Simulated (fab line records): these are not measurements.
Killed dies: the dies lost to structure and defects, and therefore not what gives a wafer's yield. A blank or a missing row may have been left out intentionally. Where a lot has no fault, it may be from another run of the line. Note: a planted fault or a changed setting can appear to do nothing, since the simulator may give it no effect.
2 desks, one fault | flow sky130 | each desk holds nothing but its own numbers, with what lay behind them at the end

## METROLOGY DESK
Lot by lot, what the gauges showed, no matter which tool ran the lot: averages of those sampled wafers that carry a number. A lot is out of limits, marked OUT, if its mean lies more than 4 standard deviations from the usual mean; the brackets give that distance.
Columns: A = VIA1_W_RS at SKY_VIA1_RS_MEAS_22, usual 0.428 ohm/sq; B = VIA1_W_THK at SKY_VIA1_THK_MEAS_23, usual 265 nm
lot  | first seen here | A                | B
L317 | day 34 14:54    | 0.431            | 261
L319 | day 35 12:22    | 0.425            | 265
L320 | day 35 16:48    | 0.443            | 260
L324 | day 36 19:56    | 0.448            | 254
L325 | day 37 03:21    | 0.451 (+4.6) OUT | 252
L330 | day 38 22:31    | 0.435            | 261
L333 | day 39 15:19    | 0.426            | 269
L334 | day 39 17:40    | 0.429            | 264
L335 | day 39 23:25    | 0.426            | 266
L336 | day 40 08:43    | 0.425            | 266
L337 | day 40 16:26    | 0.417            | 275
This desk reports L325 out of limits; the earliest was L325 at day 37 03:21 (VIA1_W_RS at SKY_VIA1_RS_MEAS_22). L317, L319, L320, L324, L330, L333, L334, L335, L336, L337 stayed within limits.

## TOOL OWNER'S DESK, cvd_w-01
The tool's own readings at SKY_VIA1_CVD_21 (deposits W, target thk 270 nm, time 80.902 s): means of the sampled wafers that have a number, for each lot that ran on this tool. A lot is out of limits, marked OUT, if its mean lies more than 4 standard deviations from the usual mean; the brackets give that distance.
Columns: A = heater_power_w at SKY_VIA1_CVD_21, usual 831 W
lot  | first seen here | A
L317 | day 34 14:49    | 840
L319 | day 35 12:17    | 842
L320 | day 35 16:43    | 804
L324 | day 36 19:51    | 756
L325 | day 37 03:15    | 820
L334 | day 39 17:34    | 749
L335 | day 39 23:19    | 770
L336 | day 40 08:36    | 766
L337 | day 40 16:20    | 769
Result from this desk: across the 9 lots, nothing is out of limits.

## BROUGHT TOGETHER
At day 37 03:21 the metrology desk could have sounded an alarm, on L325.
The desk of the tool owner found nothing out of limits.
Tool owner's desk: L325 on record, inside its limits.
The lots listed all ran SKY_VIA1_CVD_21 on cvd_w-01.

## WHAT HAD BEEN PUT IN BY THE SIMULATOR
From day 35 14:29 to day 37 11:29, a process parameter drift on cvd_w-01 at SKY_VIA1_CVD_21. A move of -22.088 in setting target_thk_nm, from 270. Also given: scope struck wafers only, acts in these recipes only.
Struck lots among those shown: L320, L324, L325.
Delay in hours, fault start to first out-of-limits reading, per desk: metrology desk 37.
